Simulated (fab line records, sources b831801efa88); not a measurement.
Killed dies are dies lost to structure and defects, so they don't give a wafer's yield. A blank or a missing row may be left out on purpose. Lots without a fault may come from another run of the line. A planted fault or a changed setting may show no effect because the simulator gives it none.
One fault seen from 2 desks | flow sky130 | each desk has only its own numbers; what lay behind them comes last

THE TOOL OWNER'S DESK: pvd_sputter-03
The tool's own readings at SKY_METAL5_SPUTTER_02 (material AlCu, target thk 1150 nm, time 61.2 s): means of the sampled wafers that have a number, for each lot that ran on this tool. A lot is out of limits, marked OUT, if its mean lies more than 4 standard deviations from the usual mean; the brackets give that distance.
Columns: A = throttle_valve_pct at SKY_METAL5_SPUTTER_02, usual 29.6 %
lot  | first seen here | A
L846 | day 44 08:31    | 29.8
L847 | day 44 13:37    | 29.9
L849 | day 44 18:51    | 29.8
L852 | day 45 10:02    | 29.8
L864 | day 48 10:02    | 29.8
L865 | day 48 15:04    | 29.7
This desk's finding: nothing out of limits on any of the 6 lots.

THE METROLOGY DESK
What the gauges read, lot by lot, whatever tool the lot ran on: means of the sampled wafers that have a number. A lot is out of limits, marked OUT, if its mean lies more than 4 standard deviations from the usual mean; the brackets give that distance.
Columns: A = VIA2_HDPCVD_THK at SKY_VIA2_THK_MEAS_01, usual 1170 nm; B = cd_nm at SKY_VIA2_CD_MEAS_12, usual 199.8 nm; C = METAL5_ALCU_RS at SKY_METAL5_RS_MEAS_05, usual 0.0272 ohm/sq; D = METAL5_ALCU_THK at SKY_METAL5_THK_MEAS_06, usual 1145 nm
lot  | first seen here | A    | B     | C                 | D
L842 | day 35 05:55    | 1172 | 198.4 | 0.0276            | 1135
L846 | day 36 21:32    | 1193 | 198.2 | 0.0275            | 1121
L847 | day 37 03:31    | 1169 | 200.9 | 0.0271            | 1158
L849 | day 37 10:06    | 1159 | 201.2 | 0.0311 (+9.5) OUT | 1037 (-6.0) OUT
L852 | day 38 02:57    | 1155 | 198.4 | 0.0321 (+12) OUT  | 1005 (-7.8) OUT
L858 | day 40 03:35    | 1174 | 200.7 | 0.0271            | 1152
L859 | day 40 05:30    | 1171 | 198.4 | 0.0268            | 1158
L861 | day 41 01:07    | 1163 | 199.8 | 0.0270            | 1157
L864 | day 41 16:59    | 1173 | 198.4 | 0.0270            | 1156
L865 | day 42 00:35    | 1179 | 199.7 | 0.0274            | 1138
This desk's finding: out of limits on L849, L852; first on L849, day 44 18:59 (METAL5_ALCU_RS at SKY_METAL5_RS_MEAS_05). In limits: L842, L846, L847, L858, L859, L861, L864, L865.

PUT TOGETHER
The metrology desk could have raised an alarm at day 44 18:59, on L849, L852.
The tool owner's desk saw nothing out of limits.
The tool owner's desk has L849, L852 on record, within its limits.
Of the lots named, all ran SKY_METAL5_SPUTTER_02 on pvd_sputter-03.

WHAT THE SIMULATOR HAD PUT IN
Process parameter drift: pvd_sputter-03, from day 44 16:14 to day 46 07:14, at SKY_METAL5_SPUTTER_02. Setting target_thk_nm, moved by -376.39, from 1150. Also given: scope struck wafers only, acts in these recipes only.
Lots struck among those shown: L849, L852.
Hours from the fault's start to each desk's first reading out of limits: the metrology desk, 3.
